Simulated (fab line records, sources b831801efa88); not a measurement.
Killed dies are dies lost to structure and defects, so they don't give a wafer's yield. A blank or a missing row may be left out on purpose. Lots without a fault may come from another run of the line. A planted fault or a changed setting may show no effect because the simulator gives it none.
fab line records | flow sfq_line
record lots=14 wafers=41 last_day=83
route steps=325 shown I2@103 M3@130 I3@136
lots that met no fault: from a run of the same line without faults
start_h: hours from the record's first day to the start of the lot's first wafer shown | wait_h: hours since the lot's step before | " the same as in the row above | L1.1+2: a row that stands for several wafers | - no value, or no start given | * or withheld: withheld | < > ~ a bound
route shown NAME@n: a module of which the file shows steps, and the number in the route of the first | usual: mean/standard deviation of fault-free wafers | same: alike in all rows | chamber/n: place in a boat | sites: the reading at each site | _std_site: their standard deviation | _edge_site: outer sites' mean less inner sites' | radius_mm: how far each site lies from the wafer's centre | mask NAME#n: copy n | behind: the tool/chamber that last shaped the wafer | hold: why the lot was held/for how many hours/how that ended | device: the transistor (n, p or np) that didn't switch | end of line: the same wafers' tests at the end of the route | a step without rows: its recipe alone | killed: dies lost to structure and defects at the first sort, not the wafer's yield | map: a wafer's dies, x killed, . not, _ none there
set.NAME: the setting as run; set.NAME@STEP: as run at that earlier step | model.NAME: the simulator's own value behind a step, which no gauge read
steps of the route over a sample of lots; a table a step, a row a wafer
services: from which hour (start_h, from the record's first day; less than 0 if before it) a tool's chamber was out of use, for how many hours, and why
## steps
# step SFQ_TRILAYER_I2_DEP_PECVD_063
# recipe material=SiO2 temp_c=150 time_s=111.11 pressure_torr=2.4 rf_w=183.3 precursor=SiH4/N2O target_thk_nm=500
# usual heater_power_w=88/14 susceptor_temp_C=150.00/0.14 throttle_valve_pct=24.6/1.2
# columns lot.wafer tool chamber start_h wait_h heater_power_w since_wet_clean_h susceptor_temp_C throttle_valve_pct
L215.1 pecvd-04 0 669.38 0.0 95 831 150.05 24.8
L215.4 " 0 " " 97 - 150.04 25.1
L215.6 " 1 " " 92 - 150.19 24.1
L216.1 pecvd-02 1 718.70 0.0 74 1263 150.28 22.8
L216.5 " 0 " " 82 - 149.87 25.5
L216.6 " 2 " " 80 - 149.92 25.6
L217.2 pecvd-02 0 726.02 0.0 76 1271 149.82 25.5
L217.3 " 2 " " 67 1271 150.00 25.9
L217.6 " 0 " " 77 - 149.98 25.5
L218.3 pecvd-04 1 742.82 0.0 104 904 150.18 23.9
L218.5 " 2 " " 99 - 149.97 24.6
L218.6 " 1 " " 108 - 150.19 24.3
L219.1 pecvd-02 2 750.02 0.0 83 1295 149.89 25.4
L219.2 " 1 " " 81 1295 150.02 22.7
L219.5 " 2 " " 66 - 149.84 25.6
L220.1 pecvd-03 0 757.35 0.0 113 549 149.80 24.1
L220.2 " 2 " " 68 549 149.86 22.5
L220.6 " 2 " " 72 - 149.92 22.6
L226.1 pecvd-04 0 814.87 0.0 109 976 150.06 25.1
L226.2 " 2 " " 101 976 149.90 25.0
L229.3 pecvd-02 0 847.27 0.0 79 1392 150.04 25.6
L229.4 " 0 " " 81 - 149.81 25.7
L229.6 " 2 " " 80 - 150.17 25.6
L233.1 pecvd-03 0 894.87 0.0 110 687 149.99 24.1
L233.5 " 2 " " 76 - 150.13 22.6
L233.6 " 1 " " 67 - 149.97 26.6
L234.1 pecvd-02 0 930.44 0.0 80 1475 150.14 25.4
L234.4 " 1 " " 81 - 150.05 22.7
L234.6 " 0 " " 82 - 150.11 25.6
L235.1 pecvd-02 1 932.84 0.0 86 1478 149.82 22.4
L235.3 " 0 " " 76 1478 150.14 25.6
L235.5 " 1 " " 73 - 149.91 22.7
L236.3 pecvd-03 2 934.04 0.0 81 726 150.06 22.9
L236.4 " 0 " " 104 - 150.15 24.2
L236.5 " 2 " " 81 - 149.91 22.6
L237.2 pecvd-04 2 935.45 0.0 92 1097 150.03 24.8
L237.4 " 2 " " 95 - 150.00 24.8
L237.6 " 1 " " 109 - 149.63 24.3
L238.1 pecvd-04 2 937.64 0.0 95 1099 149.89 25.1
L238.3 " 1 " " 115 1099 149.81 24.4
L238.5 " 1 " " 95 - 150.04 24.3
# step SFQ_TRILAYER_I2_VIA_STRIP_STRIP_071
# recipe gas=O2 power_w=200 platen_temp_c=40 overash_fraction=0.65 chemistry=O2 pressure_mtorr=50
# usual drypump_motor_current_A=5.5/0.36 oes_product_au=0.993/0.014
# columns lot.wafer tool chamber start_h wait_h drypump_motor_current_A oes_product_au rf_hours_counter_h
L215.1 rie_metal-03 0 679.22 - 5.0 1.030 67
L215.4 " 1 " " 5.7 0.990 -
L215.6 " 0 " " 5.0 1.021 -
L216.1 rie_metal-03 1 732.44 - 5.7 0.982 64
L216.5 " 0 " " 5.0 1.003 -
L216.6 " 1 " " 5.7 0.985 -
L217.2 rie_metal-01 0 738.44 - 5.3 0.980 19
L217.3 " 0 " " 5.3 0.983 -
L217.6 " 0 " " 5.3 0.986 -
L218.3 rie_metal-03 1 750.64 - 5.7 0.991 -
L218.5 " 0 " " 5.0 1.013 -
L218.6 " 1 " " 5.7 0.994 -
L219.1 rie_metal-01 0 900.11 - 5.3 0.974 46
L219.2 " 1 " " 6.1 0.992 87
L219.5 " 0 " " 5.3 0.977 -
L220.1 rie_metal-01 0 903.71 - 5.3 0.976 46
L220.2 " 1 " " 6.1 1.002 88
L220.6 " 0 " " 5.3 0.966 -
L226.1 rie_metal-03 1 962.03 - 5.7 0.978 96
L226.2 " 0 " " 5.0 1.001 106
L229.3 rie_metal-01 0 993.36 - 5.3 0.990 -
L229.4 " 1 " " 6.1 0.992 -
L229.6 " 1 " " 6.1 1.008 -
L233.1 rie_metal-01 1 1058.04 - 6.1 0.981 105
L233.5 " 0 " " 5.3 0.981 -
L233.6 " 1 " " 6.1 0.988 -
L234.1 rie_metal-03 0 1083.16 - 5.0 1.002 121
L234.4 " 1 " " 5.7 0.971 -
L234.6 " 1 " " 5.7 0.989 -
L235.1 rie_metal-03 1 1087.96 - 5.7 0.988 111
L235.3 " 1 " " 5.7 0.981 -
L235.5 " 1 " " 5.7 0.978 -
L236.3 rie_metal-04 0 1091.96 - 5.5 0.999 -
L236.4 " 0 " " 5.5 0.999 -
L236.5 " 0 " " 5.5 1.010 -
L237.2 rie_metal-01 1 1093.96 - 6.1 0.996 108
L237.4 " 0 " " 5.3 0.978 -
L237.6 " 1 " " 6.1 0.998 -
L238.1 rie_metal-04 0 1095.16 - 5.5 1.002 132
L238.3 " 0 " " 5.5 1.000 -
L238.5 " 0 " " 5.5 1.011 -
# step SFQ_TRILAYER_M3_ETCH_METAL_ETCH_078
# recipe target=Nb stop_on=SiO2 mask_material=PR chemistry=Cl2/Ar target_depth_nm=240 icp_w=600 bias_w=80 pressure_mtorr=10 time_s=120
# usual drypump_motor_current_A=5.58/0.29 oes_product_au=0.895/0.0078 run_length_s=148.5/0.42
# columns lot.wafer tool chamber start_h wait_h drypump_motor_current_A oes_product_au rf_hours_counter_h run_length_s
L215.1 rie_metal-03 0 836.77 0.0 5.01 0.884 90 149.0
L215.4 " 1 " " 5.69 0.887 - 148.0
L215.6 " 0 " " 5.02 0.890 - 148.6
L216.1 rie_metal-02 1 862.61 0.0 5.89 0.891 122 148.3
L216.5 " 0 " " 5.65 0.903 - 148.7
L216.6 " 1 " " 5.88 0.896 - 148.3
L217.2 rie_metal-03 1 863.81 0.0 5.69 0.907 84 148.0
L217.3 " 0 " " 5.02 0.898 - 149.0
L217.6 " 0 " " 5.01 0.900 - 148.7
L218.3 rie_metal-02 0 865.05 0.1 5.66 0.903 - 148.9
L218.5 " 1 " " 5.88 0.894 - 148.3
L218.6 " 0 " " 5.66 0.897 - 148.9
L219.1 rie_metal-02 0 903.66 0.0 5.63 0.910 114 148.7
L219.2 " 1 " " 5.88 0.901 129 148.4
L219.5 " 0 " " 5.63 0.893 - 148.6
L220.1 rie_metal-02 1 907.13 0.0 5.88 0.899 130 148.4
L220.2 " 0 " " 5.62 0.894 114 148.8
L220.6 " 1 " " 5.92 0.895 - 148.6
L226.1 rie_metal-02 1 965.47 0.0 5.88 0.898 137 148.7
L226.2 " 0 " " 5.64 0.993 122 119.7
L229.3 rie_metal-02 0 996.73 0.1 5.64 0.894 - 148.7
L229.4 " 0 " " 5.62 1.001 - 119.8
L229.6 " 0 " " 5.63 0.899 - 148.6
L233.1 rie_metal-04 1 1197.13 0.0 5.21 0.900 14 147.9
L233.5 " 0 " " 5.53 0.897 - 148.2
L233.6 " 1 " " 5.21 0.899 - 148.0
L234.1 rie_metal-02 1 1223.57 0.0 5.89 0.895 28 148.4
L234.4 " 0 " " 5.66 0.888 - 148.6
L234.6 " 1 " " 5.90 0.894 - 148.5
L235.1 rie_metal-03 0 1227.17 0.0 5.01 0.892 5 148.9
L235.3 " 1 " " 5.66 0.908 - 148.3
L235.5 " 0 " " 5.00 0.897 - 148.6
L236.3 rie_metal-02 0 1230.81 0.1 5.64 0.889 - 149.1
L236.4 " 1 " " 5.90 0.895 - 148.3
L236.5 " 0 " " 5.65 0.898 - 149.2
L237.2 rie_metal-02 0 1233.17 0.0 5.64 0.896 13 149.1
L237.4 " 0 " " 5.64 0.893 - 149.2
L237.6 " 1 " " 5.90 0.902 - 148.2
L238.1 rie_metal-04 1 1235.57 0.0 5.16 0.911 21 147.6
L238.3 " 0 " " 5.49 0.914 - 148.1
L238.5 " 1 " " 5.18 0.898 - 148.0
# step SFQ_TRILAYER_I3_METRO_MEASURE_083
# usual thk_nm=200.2/1.1
# columns lot.wafer tool chamber start_h wait_h thk_nm
L215.1 film_metro-02 - 852.71 0.1 197.5
L215.4 " - " " 200.0
L215.6 " - " " 198.1
L216.1 film_metro-01 - 882.00 0.1 199.3
L216.5 " - " " 198.4
L216.6 " - " " 199.2
L217.2 film_metro-04 - 882.91 0.3 199.5
L217.3 " - " " 201.2
L217.6 " - " " 200.5
L218.3 film_metro-04 - 886.11 0.5 201.7
L218.5 " - " " 201.4
L218.6 " - " " 199.8
L219.1 film_metro-04 - 933.71 0.1 199.8
L219.2 " - " " 200.6
L219.5 " - " " 199.5
L220.1 film_metro-04 - 939.71 0.1 199.7
L220.2 " - " " 198.3
L220.6 " - " " 199.2
L226.1 film_metro-04 - 981.71 0.1 198.4
L226.2 " - " " 200.7
L229.3 film_metro-01 - 1001.87 0.5 201.3
L229.4 " - " " 200.9
L229.6 " - " " 199.5
L233.1 film_metro-04 - 1203.23 0.1 199.8
L233.5 " - " " 199.7
L233.6 " - " " 197.8
L234.1 film_metro-01 - 1229.43 0.1 201.0
L234.4 " - " " 199.8
L234.6 " - " " 201.5
L235.1 film_metro-04 - 1231.27 0.1 200.9
L235.3 " - " " 200.2
L235.5 " - " " 201.0
L236.3 film_metro-02 - 1235.27 0.5 201.5
L236.4 " - " " 198.8
L236.5 " - " " 198.9
L237.2 film_metro-02 - 1238.07 0.3 201.5
L237.4 " - " " 197.9
L237.6 " - " " 199.8
L238.1 film_metro-01 - 1240.87 0.1 199.9
L238.3 " - " " 201.3
L238.5 " - " " 201.1
## services
# columns tool chamber start_h hours kind
rie_metal-01 - 647.45 2.8 pm
rie_metal-03 - 657.69 0.5 repair
rie_metal-03 1 665.90 9.0 repair
film_metro-04 - 725.42 0.7 pm
pecvd-02 - 761.42 0.5 repair
rie_metal-03 - 771.94 0.1 repair
film_metro-04 - 772.89 0.9 pm
pecvd-02 - 794.73 1.4 repair
film_metro-04 - 835.42 1.6 pm
rie_metal-03 - 837.71 2.8 pm
rie_metal-02 0 928.80 2.4 repair
pecvd-02 - 933.25 14.0 pm
rie_metal-03 - 936.65 15.6 pm
pecvd-02 1 941.74 2.5 repair
pecvd-02 1 953.02 5.9 repair
rie_metal-01 0 966.56 5.8 repair
film_metro-04 - 970.91 2.4 pm
film_metro-04 - 1017.89 0.6 pm
pecvd-02 0 1026.04 4.9 repair
pecvd-02 - 1047.53 1.0 repair
film_metro-04 - 1080.42 0.4 pm
film_metro-04 - 1130.43 0.7 pm
rie_metal-02 1 1166.96 2.4 repair
film_metro-04 - 1215.42 0.7 pm
## key
first_sign step=SFQ_TRILAYER_M3_ETCH_METAL_ETCH_078 reading=run_length_s direction=down sigmas=68 usual=* struck=*
effect step=SFQ_TRILAYER_M3_ETCH_METAL_ETCH_078 reading=oes_product_au direction=up sigmas=13 usual=0.895 struck=0.997
met_at SFQ_TRILAYER_M3_ETCH_METAL_ETCH_078
struck_lots L226,L229
struck_wafers L226.2,L229.4
not_acting_at SFQ_TRILAYER_I2_DEP_PECVD_063,SFQ_TRILAYER_I2_VIA_STRIP_STRIP_071,SFQ_TRILAYER_I3_METRO_MEASURE_083
onset_between 907.13 965.47
fault kind=process_parameter_drift tool=rie_metal-02 chamber=- onset_h=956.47 steps=SFQ_TRILAYER_M3_ETCH_METAL_ETCH_078 channel=time_s offset=* shape=step end_h=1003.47 scope=struck_wafers_only acts_in=* stated=*
